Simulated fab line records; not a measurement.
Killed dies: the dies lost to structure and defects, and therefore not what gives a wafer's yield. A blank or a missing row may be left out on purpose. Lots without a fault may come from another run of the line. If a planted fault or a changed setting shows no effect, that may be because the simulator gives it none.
fab line records | flow sky130 | part 1 of 2: steps 1 to 29 of 40
record lots=5 | wafers=15 | last_day=50
route steps=708 shown POLY_GATE@232 LDD_N@237 LDD_P@255 LDD_HVN@267
lots that met no fault: taken from a fault-free run of the same line
start_h: hours from the record's first day to the start of the lot's first wafer shown | wait_h: hours since the lot's step before | " as in the row above | L1.1+2: one row covering several wafers at once | - no value, or no start was given | * or withheld: withheld | < > ~ a bound
route shown NAME@n: names a module that has steps shown in the file, with the first one's number in the route | usual: the fault-free wafers' mean and standard deviation | same: alike in all rows | chamber/n: place in a boat | sites: each site's reading | _std_site: how widely they spread, as a standard deviation | _edge_site: inner sites' mean taken away from outer sites' mean | radius_mm: how far each site lies from the wafer's centre | mask NAME#n: copy n | behind: the last tool/chamber to shape the wafer | hold: cause of the lot's hold/its duration in hours/its outcome | device: transistor that didn't switch, given as n, p or np | end of line: the tests these same wafers got at the end of their route | a step with no rows: only its recipe | killed: at the first sort, the dies lost to defects and structure; wafer yield is something else | map: a wafer's dies, marking killed ones x, the rest . and places with no die _
set.NAME: the setting the step ran with; set.NAME@STEP: the setting that earlier step ran with | model.NAME: the simulator's own value behind a step, which no gauge read
certain route steps with their lots: each step a table, each wafer a row
services: a tool's chamber out of use, with start hour (start_h, from the record's first day; less than 0 if before it), hours out, and reason
## steps
# step SKY_POLY_GATE_STRIP_18
# recipe chemistry=O2/N2 | power_w=1400 | pressure_mtorr=1500 | platen_temp_c=withheld | o2_flow_sccm=3000 | n2_flow_sccm=300 | overash_fraction=0.5
# usual drypump_motor_current_A=5.62/0.27 | n2_flow_sccm=300.1/1 | oes_product_au=0.360/0.0048 | strip_time_to_endpoint_s=3.16/0.036
# same overash_fraction=0.5
lot.wafer | tool            | chamber | start_h | wait_h | drypump_motor_current_A | n2_flow_sccm | oes_product_au | rf_hours_counter_h | strip_time_to_endpoint_s
L083.1    | plasma_asher-02 | 0       | 445.98  | 0.0    | 5.35                    | 300.3        | 0.362          | 32                 | 3.17
L083.2    | "               | 1       | "       | "      | 5.40                    | 301.0        | 0.369          | 32                 | 3.19
L083.6    | "               | 0       | "       | "      | 5.34                    | 300.4        | 0.361          | -                  | 3.16
L086.3    | plasma_asher-02 | 0       | 485.87  | 0.1    | 5.33                    | 300.4        | 0.359          | -                  | 3.18
L086.5    | "               | 0       | "       | "      | 5.32                    | 300.6        | 0.360          | -                  | 3.18
L086.6    | "               | 1       | "       | "      | 5.39                    | 299.0        | 0.365          | -                  | 3.21
L091.1    | plasma_asher-04 | 1       | 517.98  | 0.0    | 5.99                    | 300.0        | 0.352          | 9                  | 3.06
L091.4    | "               | 1       | "       | "      | 6.00                    | 299.9        | 0.357          | -                  | 3.13
L091.5    | "               | 0       | "       | "      | 5.87                    | 299.0        | 0.362          | -                  | 3.19
L094.2    | plasma_asher-03 | 1       | 552.14  | 0.0    | 5.74                    | 299.9        | 0.365          | 72                 | 3.11
L094.3    | "               | 1       | "       | "      | 5.74                    | 301.8        | 0.367          | -                  | 3.18
L094.4    | "               | 0       | "       | "      | 5.40                    | 299.8        | 0.353          | -                  | 3.20
L095.1    | plasma_asher-02 | 1       | 556.88  | 0.0    | 5.35                    | 299.8        | 0.365          | 44                 | 3.20
L095.2    | "               | 0       | "       | "      | 5.34                    | 301.4        | 0.360          | 44                 | 3.18
L095.5    | "               | 0       | "       | "      | 5.33                    | 301.9        | 0.367          | -                  | 3.22
# step SKY_POLY_GATE_CLEAN_19
# recipe chemistry=SC1/SC2 | mix=1:4:20 | temp_c=70 | time_s=150 | dry=n2_spin
# usual bath_guard_temp_C=69.8/0.57
lot.wafer | tool         | chamber | start_h | wait_h | bath_guard_temp_C
L083.1    | wet_bench-04 | 2       | 446.08  | 0.1    | 70.3
L083.2    | "            | 2       | "       | "      | 70.2
L083.6    | "            | 2       | "       | "      | 70.7
L086.3    | wet_bench-02 | 3       | 485.93  | 0.0    | 69.7
L086.5    | "            | 3       | "       | "      | 69.7
L086.6    | "            | 3       | "       | "      | 69.5
L091.1    | wet_bench-04 | 0       | 518.08  | 0.1    | 69.5
L091.4    | "            | 0       | "       | "      | 69.2
L091.5    | "            | 0       | "       | "      | 69.3
L094.2    | wet_bench-03 | 2       | 552.24  | 0.1    | 69.9
L094.3    | "            | 2       | "       | "      | 69.7
L094.4    | "            | 2       | "       | "      | 69.8
L095.1    | wet_bench-02 | 1       | 556.98  | 0.1    | 71.0
L095.2    | "            | 1       | "       | "      | 71.2
L095.5    | "            | 1       | "       | "      | 71.1
# step SKY_POLY_GATE_OXIDATION_20
# recipe temp_c=850 | ambient=O2 | stabilise_s=600 | purge_s=300 | target_thk_a=40 | ox_time_s=899
# usual spike_tc_upper_C=850.4/1.8
lot.wafer | tool       | chamber | start_h | wait_h | spike_tc_upper_C
L083.1    | furnace-01 | 0       | 446.13  | 0.0    | 851.6
L083.2    | "          | 0       | "       | "      | 850.3
L083.6    | "          | 0       | "       | "      | 852.3
L086.3    | furnace-01 | 0       | 485.98  | 0.0    | 850.4
L086.5    | "          | 0       | "       | "      | 852.0
L086.6    | "          | 0       | "       | "      | 850.1
L091.1    | furnace-02 | 0       | 518.14  | 0.0    | 847.6
L091.4    | "          | 0       | "       | "      | 849.1
L091.5    | "          | 0       | "       | "      | 847.2
L094.2    | furnace-02 | 0       | 552.29  | 0.0    | 848.5
L094.3    | "          | 0       | "       | "      | 849.1
L094.4    | "          | 0       | "       | "      | 847.5
L095.1    | furnace-02 | 0       | 557.03  | 0.0    | 850.3
L095.2    | "          | 0       | "       | "      | 847.9
L095.5    | "          | 0       | "       | "      | 850.3
# step SKY_POLY_GATE_THK_MEAS_21
# recipe reads=SiO2_of_POLY_GATE_OXIDATION_20
# usual POLY_GATE_OXIDATION_THK=4.02/0.068
lot.wafer | tool          | chamber | start_h | wait_h | POLY_GATE_OXIDATION_THK[nm]
L083.1    | film_metro-04 | -       | 447.38  | 0.0    | 4.02
L083.2    | "             | -       | "       | "      | 4.01
L083.6    | "             | -       | "       | "      | 4.01
L086.3    | film_metro-04 | -       | 487.25  | 0.0    | 4.07
L086.5    | "             | -       | "       | "      | 4.00
L086.6    | "             | -       | "       | "      | 4.07
L091.1    | film_metro-03 | -       | 519.39  | 0.0    | 3.98
L091.4    | "             | -       | "       | "      | 4.07
L091.5    | "             | -       | "       | "      | 4.01
L094.2    | film_metro-04 | -       | 553.55  | 0.0    | 4.00
L094.3    | "             | -       | "       | "      | 4.11
L094.4    | "             | -       | "       | "      | 4.10
L095.1    | film_metro-04 | -       | 558.28  | 0.0    | 4.03
L095.2    | "             | -       | "       | "      | 4.00
L095.5    | "             | -       | "       | "      | 3.99
# step SKY_POLY_GATE_CD_MEAS_22
# usual cd_nm=149.5/2.9
lot.wafer | tool      | chamber | start_h | wait_h | cd_nm
L083.1    | cd_sem-02 | -       | 447.44  | 0.1    | 146.5
L083.2    | "         | -       | "       | "      | 150.4
L083.6    | "         | -       | "       | "      | 149.8
L086.3    | cd_sem-01 | -       | 487.35  | 0.1    | 148.2
L086.5    | "         | -       | "       | "      | 147.5
L086.6    | "         | -       | "       | "      | 150.8
L091.1    | cd_sem-02 | -       | 519.45  | 0.1    | 149.7
L091.4    | "         | -       | "       | "      | 152.6
L091.5    | "         | -       | "       | "      | 154.5
L094.2    | cd_sem-01 | -       | 553.63  | 0.1    | 149.2
L094.3    | "         | -       | "       | "      | 146.8
L094.4    | "         | -       | "       | "      | 150.9
L095.1    | cd_sem-02 | -       | 558.34  | 0.1    | 143.9
L095.2    | "         | -       | "       | "      | 151.5
L095.5    | "         | -       | "       | "      | 152.2
# step SKY_LDD_N_DEHYDRATE_00
# recipe temp_c=200 | time_s=60
# usual heater_power_total_W=160.36/0.13
lot.wafer | tool           | chamber | start_h | wait_h | heater_power_total_W
L083.1    | litho_track-03 | 0       | 463.05  | 15.6   | 160.27
L083.2    | "              | 0       | "       | "      | 160.58
L083.6    | "              | 0       | "       | "      | 160.24
L086.3    | litho_track-04 | 0       | 502.57  | 15.2   | 160.24
L086.5    | "              | 0       | "       | "      | 160.58
L086.6    | "              | 0       | "       | "      | 160.39
L091.1    | litho_track-01 | 0       | 534.80  | 15.3   | 160.22
L091.4    | "              | 0       | "       | "      | 160.26
L091.5    | "              | 0       | "       | "      | 160.23
L094.2    | litho_track-03 | 0       | 569.28  | 15.6   | 160.42
L094.3    | "              | 0       | "       | "      | 160.32
L094.4    | "              | 0       | "       | "      | 160.59
L095.1    | litho_track-03 | 0       | 573.20  | 14.8   | 160.40
L095.2    | "              | 0       | "       | "      | 160.60
L095.5    | "              | 0       | "       | "      | 160.41
# step SKY_LDD_N_HMDS_01
# recipe prime_time_s=60 | prime_temp_c=120
lot.wafer  | tool           | chamber | start_h | wait_h
L083.1+2+6 | litho_track-03 | 0       | 463.20  | 0.1
L086.3+5+6 | litho_track-04 | 0       | 502.72  | 0.1
L091.1+4+5 | litho_track-01 | 0       | 534.95  | 0.1
L094.2+3+4 | litho_track-03 | 0       | 569.43  | 0.1
L095.1+2+5 | litho_track-03 | 0       | 573.35  | 0.1
# step SKY_LDD_N_COAT_02
# recipe resist=NOVOLAK | spin_rpm=3000 | resist_thk_nm=300
lot.wafer  | tool           | chamber | start_h | wait_h
L083.1+2+6 | litho_track-03 | 0       | 463.35  | 0.1
L086.3+5+6 | litho_track-04 | 0       | 502.87  | 0.1
L091.1+4+5 | litho_track-01 | 0       | 535.10  | 0.1
L094.2+3+4 | litho_track-03 | 0       | 569.58  | 0.1
L095.1+2+5 | litho_track-03 | 0       | 573.50  | 0.1
# step SKY_LDD_N_SOFTBAKE_03
# recipe temp_c=90 | time_s=60 | resist=NOVOLAK
# usual heater_power_total_W=56.59/0.043
lot.wafer | tool           | chamber | start_h | wait_h | heater_power_total_W
L083.1    | litho_track-03 | 0       | 463.50  | 0.1    | 56.52
L083.2    | "              | 0       | "       | "      | 56.61
L083.6    | "              | 0       | "       | "      | 56.55
L086.3    | litho_track-04 | 0       | 503.02  | 0.1    | 56.59
L086.5    | "              | 0       | "       | "      | 56.54
L086.6    | "              | 0       | "       | "      | 56.49
L091.1    | litho_track-01 | 0       | 535.25  | 0.1    | 56.62
L091.4    | "              | 0       | "       | "      | 56.60
L091.5    | "              | 0       | "       | "      | 56.60
L094.2    | litho_track-03 | 0       | 569.73  | 0.1    | 56.54
L094.3    | "              | 0       | "       | "      | 56.55
L094.4    | "              | 0       | "       | "      | 56.62
L095.1    | litho_track-03 | 0       | 573.65  | 0.1    | 56.61
L095.2    | "              | 0       | "       | "      | 56.65
L095.5    | "              | 0       | "       | "      | 56.63
# step SKY_LDD_N_EXPOSE_04
# recipe mask_id=NTM | target_cd_nm=840 | na=0.6 | source_shape=conventional | sigma_outer=0.6 | dose_mj=110
# same na=0.6
lot.wafer  | tool             | chamber | start_h | wait_h | mask
L083.1+2+6 | iline_stepper-02 | 0       | -       | -      | NTM#0
L086.3+5+6 | iline_stepper-01 | 0       | -       | -      | NTM#0
L091.1+4+5 | iline_stepper-02 | 0       | -       | -      | NTM#0
L094.2+3+4 | iline_stepper-02 | 0       | -       | -      | NTM#0
L095.1+2+5 | iline_stepper-02 | 0       | -       | -      | NTM#0
# step SKY_LDD_N_PEB_05
# recipe temp_c=withheld | time_s=* | resist=NOVOLAK
lot.wafer  | tool           | chamber | start_h | wait_h
L083.1+2+6 | litho_track-03 | 0       | -       | -
L086.3+5+6 | litho_track-03 | 0       | -       | -
L091.1+4+5 | litho_track-03 | 0       | -       | -
L094.2+3+4 | litho_track-04 | 0       | -       | -
L095.1+2+5 | litho_track-03 | 0       | -       | -
# step SKY_LDD_N_DEVELOP_06
# recipe develop_time_s=60 | dev_temp_c=23
lot.wafer  | tool           | chamber | start_h | wait_h
L083.1+2+6 | litho_track-03 | 0       | 478.15  | 0.1
L086.3+5+6 | litho_track-03 | 0       | 518.50  | 0.1
L091.1+4+5 | litho_track-03 | 0       | 550.00  | 0.1
L094.2+3+4 | litho_track-04 | 0       | 584.04  | 0.1
L095.1+2+5 | litho_track-03 | 0       | 588.45  | 0.1
# step SKY_LDD_N_OVL_MEAS_07
# usual LDD_N_OVL=-1.3/1.2
lot.wafer | tool       | chamber | start_h | wait_h | LDD_N_OVL[nm]
L083.1    | overlay-01 | -       | 478.30  | 0.1    | -0.5
L083.2    | "          | -       | "       | "      | -1.7
L083.6    | "          | -       | "       | "      | -0.8
L086.3    | overlay-02 | -       | 518.61  | 0.1    | -3.3
L086.5    | "          | -       | "       | "      | -3.2
L086.6    | "          | -       | "       | "      | -2.6
L091.1    | overlay-02 | -       | 550.15  | 0.1    | 0.3
L091.4    | "          | -       | "       | "      | 0.5
L091.5    | "          | -       | "       | "      | 0.2
L094.2    | overlay-01 | -       | 584.18  | 0.1    | -1.5
L094.3    | "          | -       | "       | "      | -0.9
L094.4    | "          | -       | "       | "      | 0.0
L095.1    | overlay-02 | -       | 588.60  | 0.1    | -1.3
L095.2    | "          | -       | "       | "      | -0.6
L095.5    | "          | -       | "       | "      | -1.4
# step SKY_LDD_N_IMPLANT_08
# recipe species=As | energy_kev=20 | dose_cm2=7.5e+13 | tilt_deg=withheld | rotation_deg=23
# usual beam_on_s=9.99/0.2
lot.wafer | tool         | chamber | start_h | wait_h | beam_on_s
L083.1    | implanter-04 | 0       | 478.34  | 0.0    | 9.87
L083.2    | "            | 0       | "       | "      | 10.43
L083.6    | "            | 0       | "       | "      | 9.89
L086.3    | implanter-02 | 0       | 518.69  | 0.1    | 9.87
L086.5    | "            | 0       | "       | "      | 9.82
L086.6    | "            | 0       | "       | "      | 10.29
L091.1    | implanter-04 | 0       | 550.19  | 0.0    | 9.76
L091.4    | "            | 0       | "       | "      | 9.91
L091.5    | "            | 0       | "       | "      | 10.00
L094.2    | implanter-04 | 0       | 584.23  | 0.0    | 10.33
L094.3    | "            | 0       | "       | "      | 9.92
L094.4    | "            | 0       | "       | "      | 9.86
L095.1    | implanter-02 | 0       | 588.64  | 0.0    | 9.75
L095.2    | "            | 0       | "       | "      | 9.76
L095.5    | "            | 0       | "       | "      | 10.15
# step SKY_LDD_N_IMPLANT_09
# recipe species=As | energy_kev=20 | dose_cm2=7.5e+13 | tilt_deg=withheld | rotation_deg=113
# usual beam_on_s=10.01/0.2
lot.wafer | tool         | chamber | start_h | wait_h | beam_on_s
L083.1    | implanter-04 | 0       | 478.49  | 0.1    | 10.16
L083.2    | "            | 0       | "       | "      | 10.10
L083.6    | "            | 0       | "       | "      | 10.26
L086.3    | implanter-02 | 0       | 518.84  | 0.1    | 10.06
L086.5    | "            | 0       | "       | "      | 10.09
L086.6    | "            | 0       | "       | "      | 10.17
L091.1    | implanter-04 | 0       | 550.34  | 0.1    | 10.06
L091.4    | "            | 0       | "       | "      | 10.00
L091.5    | "            | 0       | "       | "      | 10.20
L094.2    | implanter-04 | 0       | 584.38  | 0.1    | 10.32
L094.3    | "            | 0       | "       | "      | 10.20
L094.4    | "            | 0       | "       | "      | 9.81
L095.1    | implanter-02 | 0       | 588.79  | 0.1    | 9.70
L095.2    | "            | 0       | "       | "      | 10.04
L095.5    | "            | 0       | "       | "      | 10.05
# step SKY_LDD_N_IMPLANT_10
# recipe species=As | energy_kev=20 | dose_cm2=7.5e+13 | tilt_deg=withheld | rotation_deg=203
# usual beam_on_s=10.00/0.19
lot.wafer | tool         | chamber | start_h | wait_h | beam_on_s
L083.1    | implanter-04 | 0       | 478.64  | 0.1    | 9.69
L083.2    | "            | 0       | "       | "      | 10.02
L083.6    | "            | 0       | "       | "      | 9.63
L086.3    | implanter-02 | 0       | 518.99  | 0.1    | 9.82
L086.5    | "            | 0       | "       | "      | 10.27
L086.6    | "            | 0       | "       | "      | 10.19
L091.1    | implanter-04 | 0       | 550.49  | 0.1    | 10.14
L091.4    | "            | 0       | "       | "      | 9.81
L091.5    | "            | 0       | "       | "      | 10.04
L094.2    | implanter-04 | 0       | 584.53  | 0.1    | 9.88
L094.3    | "            | 0       | "       | "      | 9.85
L094.4    | "            | 0       | "       | "      | 9.67
L095.1    | implanter-02 | 0       | 588.94  | 0.1    | 9.86
L095.2    | "            | 0       | "       | "      | 9.71
L095.5    | "            | 0       | "       | "      | 9.89
# step SKY_LDD_N_IMPLANT_11
# recipe species=As | energy_kev=20 | dose_cm2=7.5e+13 | tilt_deg=withheld | rotation_deg=293
# usual beam_on_s=10.00/0.19
lot.wafer | tool         | chamber | start_h | wait_h | beam_on_s
L083.1    | implanter-04 | 0       | 478.79  | 0.1    | 9.89
L083.2    | "            | 0       | "       | "      | 9.97
L083.6    | "            | 0       | "       | "      | 10.10
L086.3    | implanter-02 | 0       | 519.14  | 0.1    | 10.05
L086.5    | "            | 0       | "       | "      | 10.07
L086.6    | "            | 0       | "       | "      | 9.71
L091.1    | implanter-04 | 0       | 550.64  | 0.1    | 10.04
L091.4    | "            | 0       | "       | "      | 9.60
L091.5    | "            | 0       | "       | "      | 9.89
L094.2    | implanter-04 | 0       | 584.68  | 0.1    | 9.78
L094.3    | "            | 0       | "       | "      | 9.99
L094.4    | "            | 0       | "       | "      | 9.85
L095.1    | implanter-02 | 0       | 589.09  | 0.1    | 10.11
L095.2    | "            | 0       | "       | "      | 10.07
L095.5    | "            | 0       | "       | "      | 10.12
# step SKY_LDD_N_IMPLANT_12
# recipe species=BF2 | energy_kev=50 | dose_cm2=5e+12 | tilt_deg=30 | rotation_deg=0
# usual beam_on_s=10.00/0.21
lot.wafer | tool         | chamber | start_h | wait_h | beam_on_s
L083.1    | implanter-04 | 0       | 478.94  | 0.1    | 9.92
L083.2    | "            | 0       | "       | "      | 10.37
L083.6    | "            | 0       | "       | "      | 9.24
L086.3    | implanter-02 | 0       | 519.29  | 0.1    | 10.24
L086.5    | "            | 0       | "       | "      | 10.00
L086.6    | "            | 0       | "       | "      | 9.96
L091.1    | implanter-04 | 0       | 550.79  | 0.1    | 10.09
L091.4    | "            | 0       | "       | "      | 9.96
L091.5    | "            | 0       | "       | "      | 9.69
L094.2    | implanter-04 | 0       | 584.83  | 0.1    | 10.04
L094.3    | "            | 0       | "       | "      | 9.67
L094.4    | "            | 0       | "       | "      | 9.98
L095.1    | implanter-02 | 0       | 589.24  | 0.1    | 9.68
L095.2    | "            | 0       | "       | "      | 9.81
L095.5    | "            | 0       | "       | "      | 10.01
# step SKY_LDD_N_IMPLANT_13
# recipe species=BF2 | energy_kev=50 | dose_cm2=5e+12 | tilt_deg=30 | rotation_deg=90
# usual beam_on_s=10.03/0.18
lot.wafer | tool         | chamber | start_h | wait_h | beam_on_s
L083.1    | implanter-04 | 0       | 479.09  | 0.1    | 9.89
L083.2    | "            | 0       | "       | "      | 10.08
L083.6    | "            | 0       | "       | "      | 10.01
L086.3    | implanter-02 | 0       | 519.44  | 0.1    | 10.07
L086.5    | "            | 0       | "       | "      | 10.08
L086.6    | "            | 0       | "       | "      | 9.51
L091.1    | implanter-04 | 0       | 550.94  | 0.1    | 10.21
L091.4    | "            | 0       | "       | "      | 10.23
L091.5    | "            | 0       | "       | "      | 10.01
L094.2    | implanter-04 | 0       | 584.98  | 0.1    | 9.99
L094.3    | "            | 0       | "       | "      | 10.46
L094.4    | "            | 0       | "       | "      | 10.28
L095.1    | implanter-02 | 0       | 589.39  | 0.1    | 9.49
L095.2    | "            | 0       | "       | "      | 9.98
L095.5    | "            | 0       | "       | "      | 10.15
# step SKY_LDD_N_IMPLANT_14
# recipe species=BF2 | energy_kev=50 | dose_cm2=5e+12 | tilt_deg=30 | rotation_deg=180
# usual beam_on_s=10.01/0.22
lot.wafer | tool         | chamber | start_h | wait_h | beam_on_s
L083.1    | implanter-04 | 0       | 479.24  | 0.1    | 10.47
L083.2    | "            | 0       | "       | "      | 10.54
L083.6    | "            | 0       | "       | "      | 10.20
L086.3    | implanter-02 | 0       | 519.59  | 0.1    | 9.86
L086.5    | "            | 0       | "       | "      | 10.01
L086.6    | "            | 0       | "       | "      | 10.11
L091.1    | implanter-04 | 0       | 551.09  | 0.1    | 10.01
L091.4    | "            | 0       | "       | "      | 10.20
L091.5    | "            | 0       | "       | "      | 10.06
L094.2    | implanter-04 | 0       | 585.13  | 0.1    | 10.13
L094.3    | "            | 0       | "       | "      | 9.83
L094.4    | "            | 0       | "       | "      | 10.07
L095.1    | implanter-02 | 0       | 589.54  | 0.1    | 9.69
L095.2    | "            | 0       | "       | "      | 10.25
L095.5    | "            | 0       | "       | "      | 10.13
# step SKY_LDD_N_IMPLANT_15
# recipe species=BF2 | energy_kev=50 | dose_cm2=5e+12 | tilt_deg=30 | rotation_deg=270
# usual beam_on_s=10.00/0.2
lot.wafer | tool         | chamber | start_h | wait_h | beam_on_s
L083.1    | implanter-04 | 0       | 479.39  | 0.1    | 10.05
L083.2    | "            | 0       | "       | "      | 9.71
L083.6    | "            | 0       | "       | "      | 9.97
L086.3    | implanter-02 | 0       | 519.74  | 0.1    | 9.84
L086.5    | "            | 0       | "       | "      | 10.02
L086.6    | "            | 0       | "       | "      | 10.04
L091.1    | implanter-04 | 0       | 551.24  | 0.1    | 10.27
L091.4    | "            | 0       | "       | "      | 9.91
L091.5    | "            | 0       | "       | "      | 10.07
L094.2    | implanter-04 | 0       | 585.28  | 0.1    | 10.10
L094.3    | "            | 0       | "       | "      | 9.94
L094.4    | "            | 0       | "       | "      | 9.77
L095.1    | implanter-02 | 0       | 589.69  | 0.1    | 9.90
L095.2    | "            | 0       | "       | "      | 10.29
L095.5    | "            | 0       | "       | "      | 9.96
# step SKY_LDD_N_STRIP_16
# recipe chemistry=O2/N2 | power_w=1400 | pressure_mtorr=1500 | platen_temp_c=withheld | o2_flow_sccm=3000 | n2_flow_sccm=300 | overash_fraction=0.5
# usual drypump_motor_current_A=5.5/0.5 | n2_flow_sccm=299.9/0.9 | oes_product_au=0.407/0.0043 | strip_time_to_endpoint_s=4.315/0.014
# same overash_fraction=0.5
lot.wafer | tool            | chamber | start_h | wait_h | drypump_motor_current_A | n2_flow_sccm | oes_product_au | rf_hours_counter_h | strip_time_to_endpoint_s
L083.1    | plasma_asher-04 | 1       | 479.54  | 0.1    | 6.0                     | 297.3        | 0.415          | 5                  | 4.348
L083.2    | "               | 0       | "       | "      | 5.9                     | 300.2        | 0.411          | 5                  | 4.343
L083.6    | "               | 1       | "       | "      | 6.0                     | 298.4        | 0.413          | -                  | 4.331
L086.3    | plasma_asher-04 | 1       | 519.87  | 0.1    | 6.0                     | 299.8        | 0.405          | -                  | 4.313
L086.5    | "               | 0       | "       | "      | 5.9                     | 300.0        | 0.402          | -                  | 4.306
L086.6    | "               | 1       | "       | "      | 6.0                     | 301.0        | 0.402          | -                  | 4.300
L091.1    | plasma_asher-02 | 1       | 551.39  | 0.1    | 5.3                     | 300.7        | 0.400          | 43                 | 4.304
L091.4    | "               | 0       | "       | "      | 5.3                     | 299.3        | 0.407          | -                  | 4.302
L091.5    | "               | 1       | "       | "      | 5.4                     | 300.8        | 0.407          | -                  | 4.305
L094.2    | plasma_asher-01 | 0       | 585.41  | 0.1    | 4.8                     | 300.0        | 0.403          | 90                 | 4.302
L094.3    | "               | 1       | "       | "      | 6.2                     | 299.2        | 0.403          | -                  | 4.314
L094.4    | "               | 0       | "       | "      | 4.8                     | 298.9        | 0.408          | -                  | 4.314
L095.1    | plasma_asher-01 | 0       | 589.84  | 0.1    | 4.8                     | 300.0        | 0.408          | 90                 | 4.313
L095.2    | "               | 1       | "       | "      | 6.2                     | 299.7        | 0.410          | 90                 | 4.315
L095.5    | "               | 0       | "       | "      | 4.8                     | 300.2        | 0.409          | -                  | 4.321
# step SKY_LDD_N_TW_MEAS_17
# usual LDD_N_TW=2597/12
lot.wafer | tool          | chamber | start_h | wait_h | LDD_N_TW
L083.1    | film_metro-01 | -       | 479.64  | 0.1    | 2602
L083.2    | "             | -       | "       | "      | 2591
L083.6    | "             | -       | "       | "      | 2611
L086.3    | film_metro-04 | -       | 519.96  | 0.1    | 2598
L086.5    | "             | -       | "       | "      | 2582
L086.6    | "             | -       | "       | "      | 2582
L091.1    | film_metro-02 | -       | 551.49  | 0.1    | 2594
L091.4    | "             | -       | "       | "      | 2580
L091.5    | "             | -       | "       | "      | 2605
L094.2    | film_metro-01 | -       | 585.52  | 0.1    | 2600
L094.3    | "             | -       | "       | "      | 2598
L094.4    | "             | -       | "       | "      | 2584
L095.1    | film_metro-01 | -       | 589.94  | 0.1    | 2619
L095.2    | "             | -       | "       | "      | 2613
L095.5    | "             | -       | "       | "      | 2606
# step SKY_LDD_P_DEHYDRATE_00
# recipe temp_c=200 | time_s=60
# usual heater_power_total_W=160.36/0.13
lot.wafer | tool           | chamber | start_h | wait_h | heater_power_total_W
L083.1    | litho_track-01 | 0       | 495.35  | 15.7   | 160.16
L083.2    | "              | 0       | "       | "      | 160.33
L083.6    | "              | 0       | "       | "      | 160.15
L086.3    | litho_track-02 | 0       | 535.34  | 15.4   | 160.45
L086.5    | "              | 0       | "       | "      | 160.25
L086.6    | "              | 0       | "       | "      | 160.51
L091.1    | litho_track-01 | 0       | 567.15  | 15.7   | 160.42
L091.4    | "              | 0       | "       | "      | 160.54
L091.5    | "              | 0       | "       | "      | 160.61
L094.2    | litho_track-04 | 0       | 600.14  | 14.6   | 160.42
L094.3    | "              | 0       | "       | "      | 160.52
L094.4    | "              | 0       | "       | "      | 160.34
L095.1    | litho_track-01 | 0       | 603.80  | 13.9   | 160.63
L095.2    | "              | 0       | "       | "      | 160.29
L095.5    | "              | 0       | "       | "      | 160.48
# step SKY_LDD_P_HMDS_01
# recipe prime_time_s=60 | prime_temp_c=120
lot.wafer  | tool           | chamber | start_h | wait_h
L083.1+2+6 | litho_track-01 | 0       | 495.50  | 0.1
L086.3+5+6 | litho_track-02 | 0       | 535.49  | 0.1
L091.1+4+5 | litho_track-01 | 0       | 567.30  | 0.1
L094.2+3+4 | litho_track-04 | 0       | 600.29  | 0.1
L095.1+2+5 | litho_track-01 | 0       | 603.95  | 0.1
# step SKY_LDD_P_COAT_02
# recipe resist=NOVOLAK | spin_rpm=3000 | resist_thk_nm=1140
lot.wafer  | tool           | chamber | start_h | wait_h
L083.1+2+6 | litho_track-01 | 0       | 495.65  | 0.1
L086.3+5+6 | litho_track-02 | 0       | 535.64  | 0.1
L091.1+4+5 | litho_track-01 | 0       | 567.45  | 0.1
L094.2+3+4 | litho_track-04 | 0       | 600.44  | 0.1
L095.1+2+5 | litho_track-01 | 0       | 604.10  | 0.1
# step SKY_LDD_P_SOFTBAKE_03
# recipe temp_c=90 | time_s=60 | resist=NOVOLAK
# usual heater_power_total_W=56.60/0.045
lot.wafer | tool           | chamber | start_h | wait_h | heater_power_total_W
L083.1    | litho_track-01 | 0       | 495.80  | 0.1    | 56.63
L083.2    | "              | 0       | "       | "      | 56.64
L083.6    | "              | 0       | "       | "      | 56.58
L086.3    | litho_track-02 | 0       | 535.79  | 0.1    | 56.62
L086.5    | "              | 0       | "       | "      | 56.61
L086.6    | "              | 0       | "       | "      | 56.64
L091.1    | litho_track-01 | 0       | 567.60  | 0.1    | 56.67
L091.4    | "              | 0       | "       | "      | 56.60
L091.5    | "              | 0       | "       | "      | 56.66
L094.2    | litho_track-04 | 0       | 600.59  | 0.1    | 56.58
L094.3    | "              | 0       | "       | "      | 56.54
L094.4    | "              | 0       | "       | "      | 56.55
L095.1    | litho_track-01 | 0       | 604.25  | 0.1    | 56.65
L095.2    | "              | 0       | "       | "      | 56.58
L095.5    | "              | 0       | "       | "      | 56.62
# step SKY_LDD_P_EXPOSE_04
# recipe mask_id=PSDM | na=0.6 | source_shape=conventional | sigma_outer=0.6 | polarization=unpolarized | target_cd_nm=380 | dose_mj=138
# same na=0.6
lot.wafer  | tool             | chamber | start_h | wait_h | mask
L083.1+2+6 | iline_stepper-02 | 0       | -       | -      | PSDM#0
L086.3+5+6 | iline_stepper-01 | 0       | -       | -      | PSDM#0
L091.1+4+5 | iline_stepper-02 | 0       | -       | -      | PSDM#0
L094.2+3+4 | iline_stepper-01 | 0       | -       | -      | PSDM#0
L095.1+2+5 | iline_stepper-02 | 0       | -       | -      | PSDM#0
# step SKY_LDD_P_PEB_05
# recipe temp_c=withheld | time_s=* | resist=NOVOLAK
lot.wafer  | tool           | chamber | start_h | wait_h
L083.1+2+6 | litho_track-01 | 0       | -       | -
L086.3+5+6 | litho_track-02 | 0       | -       | -
L091.1+4+5 | litho_track-04 | 0       | -       | -
L094.2+3+4 | litho_track-02 | 0       | -       | -
L095.1+2+5 | litho_track-04 | 0       | -       | -
